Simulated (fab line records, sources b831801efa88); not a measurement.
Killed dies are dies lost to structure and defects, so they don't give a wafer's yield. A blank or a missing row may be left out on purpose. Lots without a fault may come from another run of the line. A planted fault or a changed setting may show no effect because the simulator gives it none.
A struck lot beside a sound one | flow sky130 | 16 steps out of a route of 708
Sound: wafers L558.1, L558.4, L558.6. Struck: wafers L561.1, L561.4, L561.6. The cause comes at the end.
At each step with rows: each side's tool, then ch and its chambers, then its first start. Under that, the readings that differ: sound wafers | struck wafers | difference of the means | sigmas: that difference in standard deviations of wafers without a fault.
alike: readings whose means differ by less than 2 such deviations, and words and numbers that are the same on both sides. not compared: withheld readings, readings that some wafer has no value for, bounds like >300 that may hide the same value, and numbers for which the record gives no deviation and whose values overlap.
The two part at a step that has a row with sigmas, a row that says differs or no value, or rows on one side only. Numbers that don't overlap but have no deviation are shown without sigmas and don't part them. A reading that every wafer of one side lacks parts them only if that side has two wafers or more.

first, 3 steps without rows for these wafers: SKY_FIELD_ISO_EXPOSE_10 (exposes mask FOM, target cd 150 nm); SKY_FIELD_ISO_PEB_11; SKY_FIELD_ISO_DEVELOP_12 (develop time 60 s).
SKY_FIELD_ISO_CD_MEAS_13: target cd 150 nm.
  sound on cd_sem-01, day 4 21:07; struck on cd_sem-02, day 5 11:23
  alike: cd_nm
SKY_FIELD_ISO_ETCH_14: etches BARC in N2/H2, stops on SiO2, time 45.9 s, target depth 60 nm.
  sound on rie_diel-03 ch 1,3, day 4 21:14; struck on rie_diel-03 ch 0,1,2, day 5 11:31
  alike: drypump_motor_current_A, h2_flow_sccm, oes_product_au, throttle_valve_pct
  not compared: rf_hours_counter_h
SKY_FIELD_ISO_ETCH_15: etches the open film in CHF3/O2, stops on Si, target depth 180 nm, time 72 s.
  sound on rie_diel-03 ch 1,3, day 4 21:16; struck on rie_diel-03 ch 0,1,2, day 5 11:33
  alike: drypump_motor_current_A, oes_product_au, throttle_valve_pct
  not compared: rf_hours_counter_h
SKY_FIELD_ISO_STRIP_16: strips in O2/N2.
  sound on plasma_asher-03 ch 0,1, day 4 21:20; struck on plasma_asher-01 ch 0, day 5 11:37
  alike: drypump_motor_current_A, oes_product_au, strip_time_to_endpoint_s
  not compared: rf_hours_counter_h
SKY_FIELD_ISO_ETCH_17: etches Si in HBr/Cl2/O2, target depth 342 nm, time 97.7 s.
  sound on rie_si-01 ch 0,2,3, day 4 21:26; struck on rie_si-01 ch 0,1,2, day 5 11:43
  alike: drypump_motor_current_A, oes_product_au, throttle_valve_pct
  not compared: rf_hours_counter_h
then, 4 steps without rows for these wafers: SKY_FIELD_ISO_WET_ETCH_18 (etches Si3N4 in H3PO4, target depth 25 nm, time 286 s); SKY_FIELD_ISO_CLEAN_19 (cleans in SC1/SC2, time 150 s); SKY_FIELD_ISO_CLEAN_20 (cleans in dHF, time 20 s); SKY_FIELD_ISO_WET_ETCH_21 (etches SiO2 in dHF, target depth 20 nm, time 400 s).
SKY_FIELD_ISO_OXIDATION_22: stabilise 600 s, purge 300 s, target thk 10 nm.
  sound on furnace-02 ch 0, day 4 21:58; struck on furnace-02 ch 0, day 5 13:29
  reading                                          | sound             | struck            | difference | sigmas
  ox_time_s (s)                                    | 623 623 623       | 934.5 934.5 934.5 | +311.5     |
  model.SiO2_of_FIELD_ISO_OXIDATION_22.thk_nm (nm) | 10.01 10.05 10.13 | 13.22 13.24 13.06 | +3.11      |
  alike: spike_tc_bottom_C
SKY_FIELD_ISO_THK_MEAS_23:
  sound on film_metro-04, day 4 23:08; struck on film_metro-04, day 5 14:40
  reading                         | sound             | struck            | difference | sigmas
  FIELD_ISO_OXIDATION_01_THK (nm) | 10.00 10.06 10.12 | 13.19 13.20 13.04 | +3.08      | +14
then, 1 step without rows for these wafers: SKY_FIELD_ISO_CVD_24 (deposits SiO2, target thk 595 nm, time 99.2 s).
-- the record jumps here: 44 days lie between the struck wafers' starts before and after (it left off in module FIELD_ISO and takes up again in module PAD_OPEN, whose first step shown is number 708 of the route) --
SKY_PAD_OPEN_PROBE_99:
  sound on prober-01, day 48 20:23; struck on prober-02, day 49 12:10
  alike: killed_at_M0_to_M3, killed_at_M4_up, killed_at_contacts, killed_at_front_end, killed_at_other, killed_dies, killed_open, killed_short
  not compared: model.etest.sram_nfet_pass.off_log10_a_um

WHERE THEY PART
Only at SKY_FIELD_ISO_THK_MEAS_23, within this record. Later steps at which nothing parts them and some readings are alike: SKY_PAD_OPEN_PROBE_99.

WHY: what the simulator had put in
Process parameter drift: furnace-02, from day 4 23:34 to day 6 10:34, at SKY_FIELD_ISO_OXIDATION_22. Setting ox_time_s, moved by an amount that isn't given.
